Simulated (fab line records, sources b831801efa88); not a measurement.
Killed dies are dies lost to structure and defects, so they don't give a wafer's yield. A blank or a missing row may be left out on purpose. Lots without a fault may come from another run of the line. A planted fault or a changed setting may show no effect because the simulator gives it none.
Which tool did it? | flow sky130 | 7 lots, 21 wafers sampled, at 3 steps of a route of 708

WHAT THE GAUGES READ, wafer by wafer
SKY_METAL5_RS_MEAS_05: measures by four-point-probe.
lot  | measured     | on            | METAL5_ALCU_RS (ohm/sq)
L665 | day 44 07:09 | film_metro-03 | 0.02663 0.02683 0.02642
L668 | day 44 20:01 | film_metro-01 | 0.02711 0.02225 0.02229
L670 | day 45 13:59 | film_metro-04 | 0.02713 0.02213 0.02719
L672 | day 45 21:44 | film_metro-03 | 0.02673 0.02227 0.02709
L677 | day 47 03:16 | film_metro-01 | 0.02714 0.02695 0.02725
L681 | day 47 21:53 | film_metro-03 | 0.02699 0.02701 0.0268
L684 | day 48 15:49 | film_metro-01 | 0.02704 0.02721 0.02748

WHICH TOOL RAN EACH LOT (tool, then ch and the chambers of the sampled wafers, then the start)
lot  | SKY_METAL3_SPUTTER_04        | SKY_METAL5_SPUTTER_02
L665 | pvd_sputter-02, day 38 00:49 | pvd_sputter-04, day 44 07:02
L668 | pvd_sputter-04, day 38 14:30 | pvd_sputter-04, day 44 19:53
L670 | pvd_sputter-03, day 39 08:58 | pvd_sputter-04, day 45 13:50
L672 | pvd_sputter-03, day 39 19:07 | pvd_sputter-04, day 45 21:37
L677 | pvd_sputter-02, day 41 04:23 | pvd_sputter-01, day 47 03:08
L681 | pvd_sputter-02, day 42 02:59 | pvd_sputter-01, day 47 21:44
L684 | pvd_sputter-02, day 42 23:53 | pvd_sputter-04, day 48 15:40
- SKY_METAL3_SPUTTER_04: material TiN, target thk 70 nm, time 58.3 s.
- SKY_METAL5_SPUTTER_02: material AlCu, target thk 1150 nm, time 61.2 s.

THE ANSWER, worked out from the rows above alone
Rule: what is usual is taken from the lots themselves. Put in order of their means at a reading, lots are off if they are a third of the lots or fewer, leave a main group of 4 or more, and stand apart from it by a gap of 3 or more times the standard deviation of the main group's means; of several such gaps the widest counts. A main group whose means are all the same, to the digits that the tables above print for the reading, isn't used. A lot without any number at a reading at which 4 lots or more have one is off too. The other lots that the step has rows for count as sound.
No lot is off at any reading shown: from this, nothing can be told.

WHAT THE SIMULATOR HAD PUT IN
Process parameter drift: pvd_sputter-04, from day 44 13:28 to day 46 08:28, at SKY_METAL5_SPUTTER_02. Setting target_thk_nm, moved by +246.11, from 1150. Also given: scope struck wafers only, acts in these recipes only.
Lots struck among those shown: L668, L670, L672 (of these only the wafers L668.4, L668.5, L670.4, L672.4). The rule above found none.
